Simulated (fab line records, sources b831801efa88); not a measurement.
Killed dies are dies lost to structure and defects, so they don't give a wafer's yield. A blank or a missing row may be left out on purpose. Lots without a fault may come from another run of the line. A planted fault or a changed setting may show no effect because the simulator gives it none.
fab line records | flow sky130
record lots=7 wafers=21 last_day=49
route steps=708 shown VIA4@649 METAL5@661
lots that met no fault: from a run of the same line without faults
start_h: hours from the record's first day to the start of the lot's first wafer shown | wait_h: hours since the lot's step before | " the same as in the row above | L1.1+2: a row that stands for several wafers | - no value, or no start given | * or withheld: withheld | < > ~ a bound
route shown NAME@n: a module of which the file shows steps, and the number in the route of the first | usual: mean/standard deviation of fault-free wafers | same: alike in all rows | chamber/n: place in a boat | sites: the reading at each site | _std_site: their standard deviation | _edge_site: outer sites' mean less inner sites' | radius_mm: how far each site lies from the wafer's centre | mask NAME#n: copy n | behind: the tool/chamber that last shaped the wafer | hold: why the lot was held/for how many hours/how that ended | device: the transistor (n, p or np) that didn't switch | end of line: the same wafers' tests at the end of the route | a step without rows: its recipe alone | killed: dies lost to structure and defects at the first sort, not the wafer's yield | map: a wafer's dies, x killed, . not, _ none there
set.NAME: the setting as run; set.NAME@STEP: as run at that earlier step | model.NAME: the simulator's own value behind a step, which no gauge read
lots at some steps of the route; a table a step, a row a wafer
services: from which hour (start_h, from the record's first day; less than 0 if before it) a tool's chamber was out of use, for how many hours, and why
## steps
# step SKY_VIA4_DEVELOP_10
# recipe resist=NOVOLAK developer=TMAH develop_time_s=60 dev_temp_c=23
# step SKY_VIA4_OVL_MEAS_11
# usual VIA4_OVL=0.8/0.98
# columns lot.wafer tool chamber start_h wait_h VIA4_OVL[nm]
L355.2 overlay-02 - 1025.21 0.1 1.6
L355.3 " - " " -0.5
L355.6 " - " " 0.4
L356.1 overlay-01 - 1050.94 0.1 0.9
L356.4 " - " " 2.4
L356.6 " - " " 1.7
L358.2 overlay-02 - 1052.96 0.1 0.2
L358.3 " - " " -0.9
L358.6 " - " " 0.3
L364.3 overlay-01 - 1081.41 0.1 0.6
L364.4 " - " " 2.0
L364.5 " - " " 1.4
L373.1 overlay-02 - 1130.84 0.1 1.5
L373.2 " - " " 0.8
L373.4 " - " " 0.7
L374.2 overlay-01 - 1141.47 0.1 1.6
L374.5 " - " " 0.3
L374.6 " - " " 1.0
L375.2 overlay-01 - 1145.14 0.1 2.4
L375.4 " - " " 1.3
L375.6 " - " " 2.4
# step SKY_VIA4_ETCH_12
# recipe target=SiO2 chemistry=C4F8/O2/Ar stop_on=TiN mask_material=NOVOLAK source_w=1500 bias_w=1200 pressure_mtorr=40 c4f8_flow_sccm=withheld O2_flow_sccm=6 Ar_flow_sccm=300 time_s=withheld target_depth_a=5800
# usual bias_w=1200/3.9 oes_product_au=0.926/0.0046
# columns lot.wafer tool chamber start_h wait_h bias_w oes_product_au
L355.2 rie_diel-04 0 1025.24 0.0 1200 0.924
L355.3 " 2 " " 1198 0.927
L355.6 " 0 " " 1196 0.923
L356.1 rie_diel-04 2 1050.97 0.0 1196 0.923
L356.4 " 0 " " 1201 0.923
L356.6 " 3 " " 1198 0.924
L358.2 rie_diel-01 3 1052.99 0.0 1206 0.929
L358.3 " 1 " " 1201 0.933
L358.6 " 0 " " 1198 0.929
L364.3 rie_diel-03 3 1081.44 0.0 1202 0.933
L364.4 " 1 " " 1202 0.922
L364.5 " 1 " " 1202 0.921
L373.1 rie_diel-04 2 1130.87 0.0 1200 0.928
L373.2 " 1 " " 1198 0.924
L373.4 " 0 " " 1194 0.923
L374.2 rie_diel-03 3 1141.50 0.0 1202 0.923
L374.5 " 3 " " 1203 0.921
L374.6 " 2 " " 1203 0.921
L375.2 rie_diel-03 1 1145.17 0.0 1197 0.922
L375.4 " 1 " " 1195 0.930
L375.6 " 3 " " 1199 0.925
# step SKY_VIA4_STRIP_13
# recipe chemistry=O2/N2 power_w=1400 pressure_mtorr=1500 platen_temp_c=withheld o2_flow_sccm=3000 n2_flow_sccm=300 overash_fraction=0.5
# usual drypump_motor_current_A=5.6/0.5 oes_product_au=0.709/0.0048 strip_time_to_endpoint_s=12.801/0.024
# columns lot.wafer tool chamber start_h wait_h drypump_motor_current_A oes_product_au rf_hours_counter_h strip_time_to_endpoint_s
L355.2 plasma_asher-02 0 1025.31 - 5.6 0.709 93 12.840
L355.3 " 0 " " 5.6 0.710 - 12.861
L355.6 " 0 " " 5.6 0.707 - 12.786
L356.1 plasma_asher-04 0 1051.05 - 6.0 0.712 31 12.833
L356.4 " 1 " " 4.9 0.704 - 12.774
L356.6 " 1 " " 4.9 0.704 - 12.773
L358.2 plasma_asher-01 0 1053.06 - 6.5 0.710 59 12.832
L358.3 " 0 " " 6.5 0.715 - 12.785
L358.6 " 1 " " 6.1 0.714 - 12.803
L364.3 plasma_asher-02 1 1081.54 - 5.3 0.715 - 12.787
L364.4 " 0 " " 5.6 0.703 - 12.839
L364.5 " 1 " " 5.3 0.714 - 12.788
L373.1 plasma_asher-01 0 1130.95 - 6.5 0.709 67 12.823
L373.2 " 1 " " 6.0 0.718 67 12.814
L373.4 " 0 " " 6.5 0.710 - 12.791
L374.2 plasma_asher-01 0 1141.57 - 6.5 0.710 67 12.814
L374.5 " 1 " " 6.1 0.704 - 12.774
L374.6 " 0 " " 6.5 0.699 - 12.821
L375.2 plasma_asher-04 0 1145.25 - 6.0 0.713 41 12.790
L375.4 " 0 " " 6.0 0.711 - 12.772
L375.6 " 1 " " 4.9 0.717 - 12.783
# step SKY_VIA4_STRIP_14
# recipe chemistry=post_etch_residue_remover time_s=1200 temp_c=72.5
# step SKY_VIA4_CLEAN_15
# recipe chemistry=IPA time_s=180 temp_c=25
# step SKY_VIA4_CLEAN_16
# recipe chemistry=O3/DIW dry=n2_spin
# step SKY_VIA4_SPUTTER_17
# recipe material=TiN target_thk_nm=20 chamber_pressure_pa=5 power_w=4000 time_s=80
# usual cathode_dc_power_W=4000.0/0.68 chamber_pressure_pa=5.000/0.01 throttle_valve_pct=29.9/1
# columns lot.wafer tool chamber start_h wait_h cathode_dc_power_W chamber_pressure_pa throttle_valve_pct
L355.2 pvd_sputter-02 - 1025.90 0.0 3999.7 4.990 28.6
L355.3 " - " " 3999.5 4.995 31.6
L355.6 " - " " 3999.7 5.000 31.2
L356.1 pvd_sputter-02 - 1051.67 0.0 3999.6 4.984 29.2
L356.4 " - " " 3999.4 5.008 31.4
L356.6 " - " " 4001.5 5.001 31.4
L358.2 pvd_sputter-03 - 1053.70 0.0 3999.2 4.993 29.4
L358.3 " - " " 4000.0 4.974 30.2
L358.6 " - " " 3999.9 4.997 28.9
L364.3 pvd_sputter-03 - 1082.11 0.0 3999.4 5.019 29.5
L364.4 " - " " 3999.4 4.992 29.3
L364.5 " - " " 4000.0 5.008 30.1
L373.1 pvd_sputter-02 - 1131.54 0.0 3999.9 4.997 29.1
L373.2 " - " " 3999.7 4.986 28.5
L373.4 " - " " 3999.7 5.002 31.4
L374.2 pvd_sputter-02 - 1142.16 0.0 3999.5 4.999 31.8
L374.5 " - " " 4001.0 4.999 31.8
L374.6 " - " " 3999.7 4.974 28.5
L375.2 pvd_sputter-04 - 1145.84 0.0 4000.3 5.004 29.4
L375.4 " - " " 4000.0 4.991 30.2
L375.6 " - " " 3999.6 4.987 29.4
# step SKY_VIA4_CVD_18
# recipe material=W target_thk_nm=505 time_s=152.14 temp_c=400 pressure_torr=40
# usual heater_power_w=856/70
# columns lot.wafer tool chamber start_h wait_h heater_power_w since_wet_clean_h
L355.2 cvd_w-02 1 1025.96 0.0 871 622
L355.3 " 1 " " 862 -
L355.6 " 1 " " 868 -
L356.1 cvd_w-01 1 1051.74 0.0 974 134
L356.4 " 0 " " 767 -
L356.6 " 1 " " 948 -
L358.2 cvd_w-01 1 1053.76 0.0 947 136
L358.3 " 0 " " 765 -
L358.6 " 0 " " 759 -
L364.3 cvd_w-02 1 1082.22 0.1 859 -
L364.4 " 0 " " 833 -
L364.5 " 0 " " 830 -
L373.1 cvd_w-01 1 1131.60 0.0 972 214
L373.2 " 0 " " 761 214
L373.4 " 1 " " 969 -
L374.2 cvd_w-01 0 1142.22 0.0 771 224
L374.5 " 0 " " 765 -
L374.6 " 1 " " 971 -
L375.2 cvd_w-02 1 1145.95 0.1 882 -
L375.4 " 1 " " 889 -
L375.6 " 1 " " 861 -
# step SKY_VIA4_RS_MEAS_19
# recipe thk_meas_gauge=four-point-probe reads=W_of_VIA4_CVD_18+TiN_of_VIA4_SPUTTER_17
# usual VIA4_W_RS=0.2257/0.002
# columns lot.wafer tool chamber start_h wait_h VIA4_W_RS[ohm/sq]
L355.2 film_metro-01 - 1026.14 0.1 0.2272
L355.3 " - " " 0.2248
L355.6 " - " " 0.2275
L356.1 film_metro-03 - 1051.89 0.1 0.2240
L356.4 " - " " 0.2257
L356.6 " - " " 0.2255
L358.2 film_metro-04 - 1053.93 0.1 0.2249
L358.3 " - " " 0.2250
L358.6 " - " " 0.2268
L364.3 film_metro-04 - 1082.36 0.1 0.2255
L364.4 " - " " 0.2252
L364.5 " - " " 0.2255
L373.1 film_metro-04 - 1131.75 0.1 0.2228
L373.2 " - " " 0.2250
L373.4 " - " " 0.2221
L374.2 film_metro-04 - 1142.39 0.1 0.2242
L374.5 " - " " 0.2275
L374.6 " - " " 0.2246
L375.2 film_metro-04 - 1146.22 0.2 0.2268
L375.4 " - " " 0.2284
L375.6 " - " " 0.2250
# step SKY_VIA4_THK_MEAS_20
# recipe thk_meas_gauge=xrf reads=W_of_VIA4_CVD_18
# usual VIA4_W_THK=505/5.6
# columns lot.wafer tool chamber start_h wait_h VIA4_W_THK[nm]
L355.2 film_metro-01 - 1026.25 0.1 501
L355.3 " - " " 507
L355.6 " - " " 502
L356.1 film_metro-03 - 1052.01 0.1 510
L356.4 " - " " 504
L356.6 " - " " 508
L358.2 film_metro-04 - 1054.04 0.1 506
L358.3 " - " " 507
L358.6 " - " " 501
L364.3 film_metro-04 - 1082.46 0.1 507
L364.4 " - " " 509
L364.5 " - " " 508
L373.1 film_metro-04 - 1131.87 0.1 514
L373.2 " - " " 508
L373.4 " - " " 515
L374.2 film_metro-04 - 1142.50 0.1 512
L374.5 " - " " 507
L374.6 " - " " 508
L375.2 film_metro-04 - 1146.33 0.1 505
L375.4 " - " " 501
L375.6 " - " " 507
# step SKY_VIA4_CMP_21
# recipe stop_on=SiO2 t_overpolish_s=25 down_force_psi=3.5 platen_rpm=59.22 target_thk_nm=0 pad_velocity_m_s=0.94248
# usual motor_current_A=11.0/0.86 overpolish_run_s=25.000/0.0087 time_to_endpoint_s=125/3
# columns lot.wafer tool chamber start_h wait_h motor_current_A overpolish_run_s time_to_endpoint_s
L355.3 cmp-01 0 1026.35 0.1 11.6 24.992 123
L355.2 " 2 " " 10.4 25.005 123
L355.6 " 3 " " 10.9 24.995 125
L356.1 cmp-02 1 1052.22 0.2 12.6 25.006 123
L356.4 " 2 " " 10.2 25.019 126
L356.6 " 1 " " 12.6 24.999 128
L358.2 cmp-02 3 1054.33 0.3 11.1 25.003 125
L358.3 " 0 " " 9.8 24.987 131
L358.6 " 1 " " 12.1 24.993 122
L364.4 cmp-02 1 1082.50 0.0 12.7 24.982 121
L364.3 " 0 " " 10.5 25.002 120
L364.5 " 1 " " 12.7 25.005 120
L373.2 cmp-02 0 1131.93 0.0 10.3 25.009 124
L373.1 " 1 " " 12.6 24.994 130
L373.4 " 2 " " 10.6 25.004 128
L374.2 cmp-02 3 1142.77 0.3 11.0 24.998 122
L374.5 " 0 " " 11.1 25.017 124
L374.6 " 1 " " 12.9 25.019 124
L375.4 cmp-02 0 1146.50 0.1 10.5 24.990 122
L375.2 " 2 " " 10.9 25.002 124
L375.6 " 3 " " 11.0 25.003 128
# step SKY_METAL5_SPUTTER_00
# recipe material=Ti target_thk_nm=15 power_w=3000 time_s=10 chamber_pressure_pa=0.4
# usual cathode_dc_power_W=2999.9/0.49 chamber_pressure_pa=0.4001/0.00088 throttle_valve_pct=29.9/1.2
# columns lot.wafer tool chamber start_h wait_h cathode_dc_power_W chamber_pressure_pa throttle_valve_pct
L355.2 pvd_sputter-04 - 1026.60 0.1 3000.6 0.4005 30.8
L355.3 " - " " 2999.6 0.3989 30.2
L355.6 " - " " 3000.7 0.4014 30.8
L356.1 pvd_sputter-02 - 1052.49 0.2 3000.1 0.4005 31.5
L356.4 " - " " 3000.0 0.4012 29.1
L356.6 " - " " 2999.1 0.4001 29.0
L358.2 pvd_sputter-01 - 1054.55 0.2 3000.6 0.3991 31.2
L358.3 " - " " 2999.1 0.3998 30.7
L358.6 " - " " 2999.7 0.3997 28.9
L364.3 pvd_sputter-04 - 1082.80 0.1 3000.1 0.3986 29.4
L364.4 " - " " 3000.2 0.3998 30.2
L364.5 " - " " 3000.1 0.4009 30.2
L373.1 pvd_sputter-01 - 1132.23 0.2 - - -
L373.2 " - " " - - -
L373.4 " - " " - - -
L374.2 pvd_sputter-01 - 1142.92 0.1 - - -
L374.5 " - " " - - -
L374.6 " - " " - - -
L375.2 pvd_sputter-02 - 1146.75 0.1 - - -
L375.4 " - " " - - -
L375.6 " - " " - - -
# step SKY_METAL5_SPUTTER_01
# recipe material=TiN target_thk_nm=20 power_w=6500 time_s=16.7 chamber_pressure_pa=0.4
## services
# columns tool chamber start_h hours kind
cmp-02 - 1002.14 4.5 pm
pvd_sputter-02 - 1006.35 1.9 repair
cmp-01 - 1011.51 0.2 repair
rie_diel-04 3 1011.96 5.6 repair
cvd_w-02 1 1032.00 2.6 repair
rie_diel-04 - 1036.67 2.8 pm
rie_diel-03 - 1037.78 0.3 repair
plasma_asher-04 - 1040.36 2.8 pm
pvd_sputter-03 - 1045.19 3.9 repair
rie_diel-03 - 1045.55 4.3 pm
cmp-01 - 1049.72 2.0 repair
cmp-01 - 1069.11 0.9 repair
plasma_asher-01 - 1075.31 0.6 repair
plasma_asher-02 - 1077.12 2.8 pm
cmp-02 - 1084.03 4.0 pm
rie_diel-03 2 1084.44 4.4 repair
cmp-02 - 1088.03 - consumable_replace:conditioner
cmp-02 - 1088.03 - consumable_replace:pad
cvd_w-01 - 1106.20 1.4 repair
cmp-01 - 1113.71 10.5 pm
pvd_sputter-01 - 1117.83 3.0 repair
cmp-01 - 1132.57 0.8 repair
rie_diel-01 2 1134.20 6.6 repair
cvd_w-02 0 1144.90 7.1 repair
## key
first_sign step=SKY_METAL5_SPUTTER_00 reading=tool_record direction=missing
effect none on later readings
met_at SKY_METAL5_SPUTTER_00
struck_wafers L373.1,L373.2,L373.4,L374.2,L374.5,L374.6,L375.2,L375.4,L375.6
later_rows_left_out L373.1,L373.2,L373.4,L374.2,L374.5,L374.6,L375.2,L375.4,L375.6
sort_left_out L373.1,L373.2,L373.4,L374.2,L374.5,L374.6,L375.2,L375.4,L375.6
onset_between 1054.55 1132.23
fault kind=skipped_step_whole tool=pvd_sputter-01,pvd_sputter-02 chamber=- onset_h=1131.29 steps=SKY_METAL5_SPUTTER_00 scope=struck_lots_only
# sort_left_out: the simulated sort isn't trusted on such a fault, so these wafers' sort isn't shown, and their yield isn't known
# later_rows_left_out: the simulator's readings of these wafers behind a module that went badly wrong aren't trusted and aren't shown, but for the sort
